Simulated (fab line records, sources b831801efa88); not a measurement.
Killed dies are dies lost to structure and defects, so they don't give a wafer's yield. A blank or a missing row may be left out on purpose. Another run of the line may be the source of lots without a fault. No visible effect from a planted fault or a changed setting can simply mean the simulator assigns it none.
Chamber matching | flow gf180mcu | 4 sister chambers for GF_V1_CMP_26 on cmp-01
The step polishes, stops on SiO2, t overpolish 15 s, target thk 0 nm. 14 wafers are shown with their chamber, then 7 later ones without.

## EACH WAFER AND ITS CHAMBER
wafer  | chamber | motor_current_A (A) | time_to_endpoint_s (s) | overpolish_run_s (s)
L433.1 | 1       | 9.8                 | 86                     | 14.990
L433.5 | 2       | 12.6                | 83                     | 14.998
L433.6 | 1       | 9.4                 | 84                     | 15.002
L436.3 | 3       | 12.8                | 88                     | 15.000
L436.4 | 0       | 10.2                | 85                     | 15.005
L436.6 | 1       | 10.0                | 82                     | 15.004
L438.2 | 3       | 13.3                | 87                     | 14.997
L438.3 | 2       | 12.9                | 81                     | 15.001
L438.4 | 1       | 9.9                 | 85                     | 15.000
L444.4 | 2       | 13.0                | 84                     | 15.007
L444.5 | 1       | 9.6                 | 87                     | 14.985
L444.6 | 2       | 13.1                | 84                     | 14.998
L449.1 | 1       | 9.9                 | 87                     | 15.018
L449.2 | 2       | 12.8                | 85                     | 14.998

SIGNATURES (means of the wafers above)
reading            | chamber 0 | chamber 1 | chamber 2 | chamber 3 | scatter within a chamber
motor_current_A    | 10.200    | 9.767     | 12.880    | 13.050    | 0.229
time_to_endpoint_s | 85.00     | 85.17     | 83.40     | 87.50     | 1.69
overpolish_run_s   | 15.00500  | 14.99983  | 15.00040  | 14.99850  | 0.00857
Rule: for a wafer and a chamber, the distance is found by dividing, reading by reading, the gap between the wafer's reading and the chamber's mean by the reading's scatter, squaring, summing and taking the root. The wafer belongs to the nearest chamber; if the next one is less than 2 further off, it can't be placed. The scatter is the square root of a quotient: the sum, over the shown wafers, of each reading's squared deviation from its chamber's mean, divided by wafers minus chambers.

## WAFERS WITHOUT THEIR CHAMBER
wafer  | motor_current_A (A) | time_to_endpoint_s (s) | overpolish_run_s (s)
L449.5 | 10.2                | 88                     | 14.989
L453.1 | 12.9                | 83                     | 14.995
L453.4 | 10.0                | 89                     | 14.999
L453.5 | 13.4                | 85                     | 14.997
L455.1 | 12.5                | 82                     | 15.004
L455.5 | 12.2                | 80                     | 14.998
L455.6 | 13.2                | 91                     | 15.002

## THE CHAMBER EACH PASSED THROUGH
wafer  | from the rows above     | in truth
L449.5 | can't be placed: 0 or 1 | 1
L453.1 | 2                       | 2
L453.4 | can't be placed: 1 or 0 | 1
L453.5 | can't be placed: 3 or 2 | 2
L455.1 | 2                       | 2
L455.5 | 2                       | 2
L455.6 | 3                       | 3
Correct placement for 4 of the 7. Not placeable from these rows: 3 (in 3, the candidates include the true chamber). 0 placed wrongly.
